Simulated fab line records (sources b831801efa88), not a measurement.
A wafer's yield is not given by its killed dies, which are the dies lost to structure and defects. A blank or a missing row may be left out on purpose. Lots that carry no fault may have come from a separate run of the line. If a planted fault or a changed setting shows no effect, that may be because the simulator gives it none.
fab line records	flow sky130
record lots=9	wafers=27	lastDay=50
route steps=708 shown CAPM@549 METAL3@568 VIA3@589 CAP2M@616 PAD_OPEN@708
lots untouched by any fault: they come from a run of this same line in which no faults occurred
startH: start of the lot's first displayed wafer, in hours after the record's first day	waitH: how many hours have passed since the lot's step before this one	" the same as in the row above	L1.1+2: several wafers, shown together as one row	- no value, or no start was given	* or withheld: withheld	< > ~ a bound
route shown NAME@n: names a module that has steps shown in the file, with the first one's number in the route	usual: average and standard deviation across the fault-free wafers	same: alike in all rows	chamber/n: place in a boat	sites: the reading at each site	_std_site: how widely they spread, as a standard deviation	_edge_site: outer sites' mean less inner sites'	radiusMm: for every site, how far away it sits from the centre of the wafer	mask NAME#n: copy n	behind: the tool/chamber that last shaped the wafer	hold: the reason the lot was held/the length of the hold in hours/how it ended	device: transistor that didn't switch, given as n, p or np	end of line: the route-end tests of the same wafers	a step with no rows: only its recipe	killed: not the wafer's yield, but the dies lost to structure and defects at the first sort	map: dies across one wafer; x = killed, . = not, _ = none there
set.NAME: the setting that was run; set.NAME@STEP: the one run at that earlier step	model.NAME: the simulator's own value behind a step, which no gauge read
a sample of lots followed through the steps of the route, with each step as a table and each wafer as a row
services: the hour from which a tool's chamber was out of use, counted from the record's first day as startH (under 0 if before that day), plus the number of hours and why
## steps
# step SKY_CAPM_OVL_MEAS_12
# usual CAPM_OVL=-0.3/0.96
lot.wafer	tool	chamber	startH	waitH	CAPM_OVL[nm]
L586.2	overlay-01	-	902.01	0.1	-2.4
L586.3	"	-	"	"	-2.0
L586.4	"	-	"	"	-0.6
L588.3	overlay-02	-	917.32	0.1	-0.1
L588.4	"	-	"	"	0.3
L588.5	"	-	"	"	0.6
L590.2	overlay-01	-	939.14	0.1	-0.3
L590.5	"	-	"	"	-0.5
L590.6	"	-	"	"	0.5
L591.3	overlay-01	-	950.96	0.1	0.3
L591.4	"	-	"	"	-0.7
L591.6	"	-	"	"	0.5
L599.3	overlay-02	-	1006.47	0.1	-0.6
L599.4	"	-	"	"	0.3
L599.5	"	-	"	"	0.4
L600.1	overlay-02	-	1008.25	0.1	-1.1
L600.4	"	-	"	"	-0.5
L600.6	"	-	"	"	-0.8
L602.2	overlay-01	-	1035.09	0.1	0.1
L602.3	"	-	"	"	-0.7
L602.5	"	-	"	"	-1.2
L605.2	overlay-02	-	1046.29	0.1	-0.4
L605.3	"	-	"	"	-0.6
L605.5	"	-	"	"	-1.4
L603.2	overlay-02	-	1052.09	0.1	0.0
L603.4	"	-	"	"	-0.9
L603.6	"	-	"	"	-2.0
# step SKY_METAL3_METAL_ETCH_18
# recipe targetDepthA=8450	stopOn=SiO2	overEtchFrac=0.3	timeS=183.1	chemistry=Cl2/BCl3	resistSidewallDeg=88	pressureMtorr=10	icpW=900	biasW=48.5	Cl2_flow_sccm=60	bcl3FlowSccm=30
# usual bcl3FlowSccm=30.00/0.083	biasW=48.49/0.14	chamberPressureMTorr=9.999/0.0093	drypumpMotorCurrentA=5.9/0.39	oesProductAu=0.869/0.0081	throttleValvePct=22.265/0.0091
lot.wafer	tool	chamber	startH	waitH	bcl3FlowSccm	biasW	chamberPressureMTorr	drypumpMotorCurrentA	oesProductAu	rfHoursCounterH	throttleValvePct
L586.2	rieMetal-03	0	928.41	0.0	30.09	48.40	9.993	5.8	0.879	11	22.275
L586.3	"	1	"	"	29.86	48.34	9.993	6.0	0.865	-	22.258
L586.4	"	0	"	"	30.16	48.53	10.013	5.8	0.870	-	22.256
L588.3	rieMetal-03	1	943.52	0.1	30.07	48.51	9.992	6.0	0.865	-	22.271
L588.4	"	0	"	"	30.09	48.33	10.008	5.8	0.871	-	22.258
L588.5	"	0	"	"	30.05	48.25	10.002	5.8	0.862	-	22.281
L590.2	rieMetal-02	0	964.07	0.0	29.83	48.61	10.016	5.9	0.881	13	22.271
L590.5	"	0	"	"	29.93	48.37	10.014	5.9	0.871	-	22.245
L590.6	"	1	"	"	30.03	48.13	10.008	6.1	0.879	-	22.279
L591.3	rieMetal-01	1	975.77	0.1	29.95	48.42	9.998	6.5	0.871	-	22.263
L591.4	"	0	"	"	30.03	48.52	9.988	5.2	0.878	-	22.269
L591.6	"	0	"	"	29.96	48.35	10.001	5.2	0.858	-	22.264
L599.3	rieMetal-01	1	1030.29	0.1	29.97	48.32	9.990	6.4	0.868	-	22.276
L599.4	"	0	"	"	30.01	48.55	9.994	5.2	0.880	-	22.256
L599.5	"	1	"	"	30.05	48.58	10.014	6.5	0.862	-	22.263
L600.1	rieMetal-03	0	1031.87	0.0	30.04	48.67	10.000	5.8	0.862	16	22.250
L600.4	"	0	"	"	30.12	48.57	9.994	5.8	0.866	-	22.271
L600.6	"	1	"	"	29.98	48.52	9.994	6.0	0.858	-	22.252
L602.2	rieMetal-03	0	1056.84	0.0	29.93	48.51	10.009	5.8	0.877	17	22.277
L602.3	"	0	"	"	29.92	48.65	9.997	5.8	0.869	-	22.263
L602.5	"	0	"	"	30.01	48.71	10.011	5.8	0.876	-	22.260
L605.2	rieMetal-02	0	1067.69	0.0	30.01	48.52	10.007	5.9	0.871	19	22.260
L605.3	"	1	"	"	30.12	48.50	9.998	6.1	0.869	-	22.281
L605.5	"	0	"	"	30.03	48.50	10.001	5.9	0.875	-	22.254
L603.2	rieMetal-01	0	1075.89	0.0	29.99	48.41	9.997	5.2	0.862	14	22.292
L603.4	"	1	"	"	30.03	48.24	9.989	6.5	0.876	-	22.278
L603.6	"	0	"	"	30.04	48.31	9.998	5.2	0.865	-	22.263
# step SKY_VIA3_STRIP_16
# recipe chemistry=O2/N2	powerW=1400	pressureMtorr=1500	platenTempC=withheld	o2FlowSccm=3000	n2FlowSccm=300	overashFraction=0.5
# usual chamberPressureMTorr=1499.9/1.3	drypumpMotorCurrentA=5.79/0.29	oesProductAu=0.403/0.0045	stripTimeToEndpointS=4.15/0.033
# same overashFraction=0.5
lot.wafer	tool	chamber	startH	waitH	chamberPressureMTorr	drypumpMotorCurrentA	oesProductAu	rfHoursCounterH	stripTimeToEndpointS
L586.2	plasmaAsher-03	1	954.46	0.0	1498.4	5.72	0.410	52	4.21
L586.3	"	1	"	"	1499.4	5.72	0.398	-	4.13
L586.4	"	0	"	"	1498.4	6.09	0.401	-	4.17
L588.3	plasmaAsher-01	1	969.44	0.1	1499.4	5.30	0.399	-	4.14
L588.4	"	0	"	"	1499.7	5.76	0.411	-	4.22
L588.5	"	0	"	"	1502.5	5.78	0.401	-	4.15
L590.2	plasmaAsher-01	0	989.77	0.0	1501.3	5.75	0.398	89	4.13
L590.5	"	1	"	"	1502.7	5.28	0.406	-	4.16
L590.6	"	0	"	"	1500.6	5.75	0.399	-	4.11
L591.3	plasmaAsher-02	0	1000.86	0.1	1501.2	6.12	0.406	-	4.21
L591.4	"	1	"	"	1499.2	5.45	0.407	-	4.16
L591.6	"	1	"	"	1498.4	5.47	0.397	-	4.20
L599.3	plasmaAsher-02	1	1053.64	0.1	1499.5	5.46	0.402	-	4.15
L599.4	"	0	"	"	1498.6	6.11	0.404	-	4.11
L599.5	"	1	"	"	1500.7	5.47	0.403	-	4.13
L600.1	plasmaAsher-03	1	1055.49	0.0	1499.1	5.70	0.398	62	4.15
L600.4	"	1	"	"	1498.4	5.69	0.395	-	4.12
L600.6	"	0	"	"	1499.3	6.06	0.410	-	4.15
L602.2	plasmaAsher-02	1	1079.82	0.0	1498.9	5.46	0.395	2	4.09
L602.3	"	1	"	"	1500.9	5.45	0.401	-	4.12
L602.5	"	0	"	"	1500.1	6.12	0.410	-	4.17
L605.2	plasmaAsher-02	0	1090.67	0.0	1499.0	6.12	0.404	4	4.12
L605.3	"	1	"	"	1501.2	5.49	0.398	-	4.11
L605.5	"	0	"	"	1501.2	6.10	0.403	-	4.16
L603.2	plasmaAsher-02	1	1098.17	0.0	1501.1	5.50	0.406	5	4.12
L603.4	"	0	"	"	1500.9	6.12	0.408	-	4.20
L603.6	"	0	"	"	1501.1	6.13	0.398	-	4.12
# step SKY_CAP2M_METAL_ETCH_13
# recipe targetDepthNm=220	stopOn=SiO2	chemistry=Cl2/BCl3	target=TiN	pressureMtorr=10	icpW=900	biasW=48.5	Cl2_flow_sccm=60	bcl3FlowSccm=30	timeS=62.9
# usual bcl3FlowSccm=30.00/0.083	biasW=48.52/0.14	chamberPressureMTorr=9.999/0.0086	drypumpMotorCurrentA=5.92/0.2	oesProductAu=0.937/0.0079	throttleValvePct=21.905/0.0092
lot.wafer	tool	chamber	startH	waitH	bcl3FlowSccm	biasW	chamberPressureMTorr	drypumpMotorCurrentA	oesProductAu	rfHoursCounterH	throttleValvePct
L586.2	rieMetal-03	1	979.84	0.0	29.94	48.50	9.988	5.96	0.932	11	21.900
L586.3	"	1	"	"	29.97	48.42	9.996	6.01	0.949	-	21.902
L586.4	"	0	"	"	30.00	48.37	10.013	5.81	0.940	-	21.901
L588.3	rieMetal-04	1	994.41	0.0	29.93	48.51	10.007	5.51	0.942	-	21.902
L588.4	"	0	"	"	30.03	48.51	9.994	6.09	0.942	-	21.893
L588.5	"	0	"	"	30.12	48.48	10.002	6.10	0.940	-	21.896
L590.2	rieMetal-04	0	1014.40	0.0	-	-	-	-	-	-	-
L590.5	"	0	"	"	-	-	-	-	-	-	-
L590.6	"	1	"	"	-	-	-	-	-	-	-
L591.3	rieMetal-02	0	1025.43	0.0	-	-	-	-	-	-	-
L591.4	"	1	"	"	-	-	-	-	-	-	-
L591.6	"	1	"	"	-	-	-	-	-	-	-
L599.3	rieMetal-02	0	1076.31	0.0	30.15	48.58	10.008	5.86	0.930	-	21.896
L599.4	"	1	"	"	29.96	48.70	9.991	6.10	0.933	-	21.912
L599.5	"	0	"	"	30.03	48.51	10.002	5.88	0.938	-	21.903
L600.1	rieMetal-04	0	1077.74	0.0	29.92	48.76	9.986	6.09	0.935	19	21.914
L600.4	"	0	"	"	29.89	48.78	9.995	6.09	0.944	-	21.894
L600.6	"	0	"	"	29.99	48.43	9.993	6.09	0.929	-	21.914
L602.2	rieMetal-04	1	1101.64	0.0	30.02	48.29	9.990	5.51	0.926	7	21.905
L602.3	"	0	"	"	30.06	48.63	9.996	6.09	0.934	-	21.905
L602.5	"	0	"	"	30.06	48.73	9.989	6.09	0.936	-	21.911
L605.2	rieMetal-04	0	1112.29	0.0	30.07	48.60	10.005	6.09	0.947	22	21.899
L605.3	"	0	"	"	30.07	48.35	9.984	6.09	0.935	-	21.887
L605.5	"	1	"	"	30.09	48.80	9.992	5.51	0.935	-	21.900
L603.2	rieMetal-04	0	1118.99	0.0	30.07	48.55	9.987	6.08	0.935	22	21.898
L603.4	"	1	"	"	30.07	48.57	10.005	5.52	0.947	-	21.902
L603.6	"	0	"	"	30.03	48.49	9.996	6.09	0.935	-	21.903
# step SKY_CAP2M_STRIP_14
# recipe chemistry=O2/N2	powerW=1400	pressureMtorr=1500	platenTempC=withheld	o2FlowSccm=3000	n2FlowSccm=300	overashFraction=0.5
# usual chamberPressureMTorr=1500.0/1.3	drypumpMotorCurrentA=5.68/0.3	oesProductAu=0.710/0.0045	stripTimeToEndpointS=12.64/0.064
# same overashFraction=0.5
lot.wafer	tool	chamber	startH	waitH	chamberPressureMTorr	drypumpMotorCurrentA	oesProductAu	rfHoursCounterH	stripTimeToEndpointS
L586.2	plasmaAsher-04	0	979.92	0.1	1498.9	5.56	0.714	24	12.57
L586.3	"	1	"	"	1501.5	5.93	0.709	-	12.55
L586.4	"	0	"	"	1497.9	5.51	0.708	-	12.63
L588.3	plasmaAsher-01	1	994.50	0.1	1502.2	5.30	0.715	-	12.60
L588.4	"	0	"	"	1500.2	5.77	0.705	-	12.63
L588.5	"	1	"	"	1498.6	5.30	0.713	-	12.59
L590.2	plasmaAsher-02	1	1014.48	0.1	1499.4	5.46	0.718	115	14.07
L590.5	"	0	"	"	1500.8	6.12	0.712	-	14.11
L590.6	"	1	"	"	1500.1	5.47	0.722	-	14.08
L591.3	plasmaAsher-02	0	1025.51	0.1	1501.1	6.13	0.714	-	14.17
L591.4	"	1	"	"	1496.1	5.48	0.726	-	14.18
L591.6	"	1	"	"	1500.7	5.49	0.716	-	14.19
L599.3	plasmaAsher-02	1	1076.40	0.1	1499.5	5.46	0.713	-	12.58
L599.4	"	0	"	"	1501.3	6.11	0.702	-	12.70
L599.5	"	0	"	"	1499.3	6.13	0.709	-	12.54
L600.1	plasmaAsher-02	0	1077.89	0.1	1497.6	6.12	0.711	2	12.72
L600.4	"	0	"	"	1499.2	6.12	0.706	-	12.69
L600.6	"	1	"	"	1500.8	5.49	0.706	-	12.72
L602.2	plasmaAsher-01	0	1101.72	0.1	1498.9	5.76	0.715	100	12.60
L602.3	"	0	"	"	1500.3	5.76	0.709	-	12.66
L602.5	"	1	"	"	1500.5	5.30	0.707	-	12.63
L605.2	plasmaAsher-02	0	1112.37	0.1	1500.4	6.13	0.709	6	12.62
L605.3	"	0	"	"	1499.5	6.13	0.712	-	12.61
L605.5	"	0	"	"	1501.3	6.11	0.716	-	12.57
L603.2	plasmaAsher-02	1	1119.07	0.1	1498.6	5.48	0.705	7	12.61
L603.4	"	0	"	"	1498.8	6.11	0.711	-	12.58
L603.6	"	0	"	"	1500.5	6.12	0.704	-	12.60
# step SKY_PAD_OPEN_PROBE_99
# usual defectLimitedYield=82.8/2.1	killed_at_M0_to_M3=42/6.6	killed_at_M4_up=3.1/1.9	killedAtContacts=24/5.6	killedAtFrontEnd=15/4.8	killedAtOther=0.3/0.48	killedDies=84/10	killedOnRim=16/3.9	killedOpen=47/6.8	killedShort=37/6.8	sort_bin_3_pad_short=0.9/0.48	sort_bin_5_function=10.1/1.4	sort_bin_6_memory=6.2/1.2	sortNPass=408/10	sortYieldPct=82.8/2.1
# same grossDies=492	killedAtBackSide=0	sort_bin_4_leakage[%]=0	sort_bin_8_speed[%]=0
lot.wafer	tool	chamber	startH	waitH	defectLimitedYield[%]	killed_at_M0_to_M3	killed_at_M4_up	killedAtContacts	killedAtFrontEnd	killedAtOther	killedDies	killedOnRim	killedOpen	killedShort	sort_bin_3_pad_short[%]	sort_bin_5_function[%]	sort_bin_6_memory[%]	sortNPass	sortYieldPct[%]
L586.2	prober-01	-	1097.68	0.1	80.5	44	4	27	21	0	96	10	56	40	0.4	11.6	7.5	396	80.5
L586.3	prober-01	-	1097.73	0.2	81.7	44	3	24	19	0	90	19	61	29	0.8	10.6	6.9	402	81.7
L586.4	prober-01	-	1097.78	0.2	81.3	42	4	24	22	0	92	21	55	37	0.4	10.6	7.7	400	81.3
L590.2	prober-01	-	1126.58	0.1	0	44	7	26	12	403	492	96	46	44	1.4	92.7	5.9	0	0
L590.5	prober-01	-	1126.73	0.2	0	29	4	31	10	418	492	96	43	31	1.4	92.7	5.9	0	0
L590.6	prober-01	-	1126.78	0.2	0	35	6	24	15	412	492	96	46	34	0.8	93.7	5.5	0	0
L591.3	prober-02	-	1136.61	0.2	0	41	2	19	13	417	492	96	47	28	1.0	92.7	6.3	0	0
L591.4	prober-02	-	1136.66	0.2	0	35	2	28	17	410	492	96	40	42	1.0	91.9	7.1	0	0
L591.6	prober-02	-	1136.76	0.2	0	44	5	22	20	401	492	96	50	41	1.0	93.1	5.9	0	0
L599.3	prober-02	-	1177.32	0.2	78.7	50	2	35	18	0	105	23	58	47	1.2	11.0	9.1	387	78.7
L599.4	prober-02	-	1177.37	0.2	81.9	48	3	22	16	0	89	17	50	39	1.2	9.6	7.3	403	81.9
L599.5	prober-02	-	1177.42	0.2	82.1	41	6	25	16	0	88	20	50	38	0.8	10.0	7.1	404	82.1
L600.1	prober-01	-	1180.73	0.1	80.9	43	3	29	19	0	94	19	58	36	1.0	12.4	5.7	398	80.9
L600.4	prober-01	-	1180.88	0.2	83.3	44	2	27	9	0	82	9	41	41	1.4	10.8	4.5	410	83.3
L600.6	prober-01	-	1180.98	0.2	82.9	47	1	21	15	0	84	10	51	33	1.0	9.6	6.5	408	82.9
L602.2	prober-01	-	1197.82	0.1	82.9	36	1	30	16	1	84	20	45	39	0.4	10.2	6.5	408	82.9
L602.3	prober-01	-	1197.87	0.2	83.7	47	3	25	5	0	80	15	46	34	0.2	9.1	6.9	412	83.7
L602.5	prober-01	-	1197.97	0.2	85.4	42	2	19	8	1	72	12	39	33	0.2	9.6	4.9	420	85.4
L603.2	prober-01	-	1209.35	0.1	81.7	46	4	34	6	0	90	21	54	36	0.6	11.4	6.3	402	81.7
L603.4	prober-01	-	1209.45	0.2	84.8	47	3	8	17	0	75	19	39	36	1.2	8.9	5.1	417	84.8
L603.6	prober-01	-	1209.55	0.2	84.3	38	3	20	16	0	77	16	41	36	1.8	7.1	6.7	415	84.3
# killed by level:class
L586.2 CONTACT:geometricParticle:open=12 VIA1:geometricParticle:open=11 VIA3:geometricParticle:open=6 POLY_GATE:geometricParticle:open=6 FIELD_ISO:geometricParticle:short=5 LI_CONTACT:geometricParticle:open=5 LOCAL_INTERCONNECT:geometricParticle:short=5 METAL1:geometricParticle:short=5
L586.3 LI_CONTACT:geometricParticle:open=12 VIA1:geometricParticle:open=9 VIA2:geometricParticle:open=9 POLY_GATE:geometricParticle:short=6 METAL2:geometricParticle:short=6 VIA3:geometricParticle:open=5 POLY_GATE:geometricParticle:open=4 SPACER:geometricParticle:open=4
L586.4 LI_CONTACT:geometricParticle:open=11 VIA1:geometricParticle:open=10 POLY_GATE:geometricParticle:short=7 VIA2:geometricParticle:open=6 VIA3:geometricParticle:open=6 FIELD_ISO:geometricParticle:open=5 POLY_GATE:geometricParticle:open=5 CONTACT:geometricParticle:open=5
L590.2 CAP2M:areaEtch=402 VIA1:geometricParticle:open=10 VIA2:geometricParticle:open=9 CONTACT:geometricParticle:open=7 VIA3:geometricParticle:open=7 LI_CONTACT:geometricParticle:open=6 LOCAL_INTERCONNECT:geometricParticle:short=6 CONTACT:geometricParticle:short=5
L590.5 CAP2M:areaEtch=418 CONTACT:geometricParticle:open=12 VIA1:geometricParticle:open=11 FIELD_ISO:geometricParticle:open=6 LI_CONTACT:geometricParticle:open=5 LOCAL_INTERCONNECT:geometricParticle:short=5 CONTACT:geometricParticle:short=5 VIA1:geometricParticle:short=5
L590.6 CAP2M:areaEtch=412 LI_CONTACT:geometricParticle:open=10 CONTACT:geometricParticle:open=9 VIA1:geometricParticle:open=7 POLY_GATE:geometricParticle:short=6 VIA2:geometricParticle:open=5 METAL4:geometricParticle:short=5 POLY_GATE:geometricParticle:open=4
L591.3 CAP2M:areaEtch=417 VIA1:geometricParticle:open=10 VIA2:geometricParticle:open=10 CONTACT:geometricParticle:open=8 METAL2:geometricParticle:short=6 FIELD_ISO:geometricParticle:open=4 LI_CONTACT:geometricParticle:open=4 CONTACT:geometricParticle:short=4
L591.4 CAP2M:areaEtch=410 CONTACT:geometricParticle:open=10 CONTACT:geometricParticle:short=8 VIA3:geometricParticle:open=7 FIELD_ISO:geometricParticle:open=6 METAL2:geometricParticle:short=6 FIELD_ISO:geometricParticle:short=5 LI_CONTACT:geometricParticle:open=5
L591.6 CAP2M:areaEtch=401 VIA1:geometricParticle:open=9 CONTACT:geometricParticle:open=8 VIA3:geometricParticle:open=8 FIELD_ISO:geometricParticle:open=7 METAL2:geometricParticle:short=7 METAL1:geometricParticle:short=6 FIELD_ISO:geometricParticle:short=5
L599.3 VIA1:geometricParticle:open=15 CONTACT:geometricParticle:open=13 CONTACT:geometricParticle:short=8 LI_CONTACT:geometricParticle:open=7 FIELD_ISO:geometricParticle:open=6 VIA2:geometricParticle:open=6 FIELD_ISO:geometricParticle:short=5 METAL1:geometricParticle:short=5
L599.4 VIA1:geometricParticle:open=12 METAL2:geometricParticle:short=11 CONTACT:geometricParticle:open=9 VIA3:geometricParticle:open=8 VIA2:geometricParticle:open=7 POLY_GATE:geometricParticle:short=6 FIELD_ISO:geometricParticle:open=4 LI_CONTACT:geometricParticle:open=4
L599.5 CONTACT:geometricParticle:open=12 VIA1:geometricParticle:open=8 VIA2:geometricParticle:open=7 LI_CONTACT:geometricParticle:open=6 CONTACT:geometricParticle:short=5 METAL2:geometricParticle:short=5 FIELD_ISO:geometricParticle:short=4 POLY_GATE:geometricParticle:short=4
L600.1 VIA1:geometricParticle:open=13 CONTACT:geometricParticle:open=10 VIA3:geometricParticle:open=7 FIELD_ISO:geometricParticle:open=5 LI_CONTACT:geometricParticle:short=5 LI_CONTACT:geometricParticle:open=5 LOCAL_INTERCONNECT:geometricParticle:short=5 VIA2:geometricParticle:open=5
L600.4 VIA3:geometricParticle:open=10 LOCAL_INTERCONNECT:geometricParticle:short=9 VIA1:geometricParticle:short=8 CONTACT:geometricParticle:open=7 VIA1:geometricParticle:open=7 VIA2:geometricParticle:open=6 CONTACT:geometricParticle:short=5 LI_CONTACT:geometricParticle:open=4
L600.6 VIA1:geometricParticle:open=13 LI_CONTACT:geometricParticle:open=11 VIA2:geometricParticle:open=10 METAL1:geometricParticle:short=6 FIELD_ISO:geometricParticle:short=5 LOCAL_INTERCONNECT:geometricParticle:short=4 VIA3:geometricParticle:open=4 POLY_CUT:geometricParticle:open=3
L602.2 CONTACT:geometricParticle:open=11 FIELD_ISO:geometricParticle:open=7 METAL1:geometricParticle:short=7 LOCAL_INTERCONNECT:geometricParticle:short=6 VIA2:geometricParticle:open=6 LI_CONTACT:geometricParticle:open=5 CONTACT:geometricParticle:short=5 VIA1:geometricParticle:open=5
L602.3 CONTACT:geometricParticle:open=9 VIA1:geometricParticle:short=9 VIA2:geometricParticle:open=8 VIA1:geometricParticle:open=7 VIA3:geometricParticle:open=7 LI_CONTACT:geometricParticle:open=6 METAL2:geometricParticle:short=5 CONTACT:geometricParticle:short=4
L602.5 CONTACT:geometricParticle:open=8 VIA2:geometricParticle:open=8 METAL1:geometricParticle:short=7 VIA1:geometricParticle:open=6 METAL2:geometricParticle:short=4 LOCAL_INTERCONNECT:geometricParticle:short=4 CONTACT:geometricParticle:short=4 VIA1:geometricParticle:short=4
L603.2 CONTACT:geometricParticle:open=14 VIA1:geometricParticle:open=14 LI_CONTACT:geometricParticle:open=6 METAL2:geometricParticle:short=6 VIA2:geometricParticle:open=5 LOCAL_INTERCONNECT:geometricParticle:short=5 VIA3:geometricParticle:open=5 CONTACT:geometricParticle:short=5
L603.4 VIA1:geometricParticle:open=8 VIA1:geometricParticle:short=8 VIA2:geometricParticle:open=7 POLY_GATE:geometricParticle:short=5 LI_CONTACT:geometricParticle:open=5 FIELD_ISO:geometricParticle:open=4 VIA3:geometricParticle:open=4 VIA3:geometricParticle:short=4
L603.6 LI_CONTACT:geometricParticle:open=9 POLY_GATE:geometricParticle:short=6 CONTACT:geometricParticle:open=6 METAL1:geometricParticle:short=6 VIA3:geometricParticle:open=6 FIELD_ISO:geometricParticle:open=5 VIA1:geometricParticle:open=5 METAL1:geometricParticle:open=4
## services
tool	chamber	startH	hours	kind
plasmaAsher-02	-	929.94	3.6	repair
rieMetal-04	1	932.66	-	clean
rieMetal-04	1	932.66	21.5	scheduledDown
rieMetal-04	1	932.66	21.5	ventCycle
rieMetal-01	1	938.43	16.3	repair
plasmaAsher-04	-	975.69	2.8	pm
plasmaAsher-03	-	988.70	1.8	repair
rieMetal-04	-	1007.21	0.1	repair
rieMetal-04	-	1016.42	0.6	repair
rieMetal-01	1	1020.24	4.8	repair
plasmaAsher-04	-	1043.47	28.1	pm
plasmaAsher-03	-	1045.49	0.9	repair
plasmaAsher-02	-	1055.25	9.0	pm
plasmaAsher-02	0	1055.25	9.8	ventCycle
plasmaAsher-02	1	1055.25	9.8	ventCycle
plasmaAsher-02	-	1060.22	4.8	repair
plasmaAsher-02	0	1064.25	-	clean
plasmaAsher-02	1	1064.25	-	clean
plasmaAsher-01	-	1065.00	15.6	pm
rieMetal-04	1	1077.22	13.2	repair
plasmaAsher-01	-	1085.02	3.1	repair
plasmaAsher-04	-	1085.54	7.0	repair
plasmaAsher-04	-	1089.81	0.4	repair
rieMetal-01	0	1089.95	14.9	repair
## key
firstSign step=SKY_CAP2M_METAL_ETCH_13	reading=toolRecord	direction=missing
effect step=SKY_CAP2M_STRIP_14	reading=stripTimeToEndpointS	direction=up	sigmas=23	usual=*	struck=*
effect step=SKY_PAD_OPEN_PROBE_99	reading=killedAtOther	direction=up	sigmas=99+	usual=0.3	struck=410.2
moreKillsBornAt SKY_CAP2M_METAL_ETCH_13@rieMetal-04=1232	SKY_CAP2M_METAL_ETCH_13@rieMetal-02=1228
metAt SKY_CAP2M_METAL_ETCH_13
struckLots L590,L591
laterRowsLeftOut L590.2,L590.5,L590.6,L591.3,L591.4,L591.6
notActingAt SKY_CAPM_OVL_MEAS_12,SKY_METAL3_METAL_ETCH_18,SKY_VIA3_STRIP_16
onsetBetween 994.41 1014.40
fault kind=skippedStepWhole	tool=rieMetal-02,rieMetal-04	chamber=-	onsetH=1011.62	steps=SKY_CAP2M_METAL_ETCH_13	scope=struckLotsOnly
# laterRowsLeftOut: the simulator's readings of these wafers behind a module that went badly wrong aren't trusted and aren't shown, but for the sort
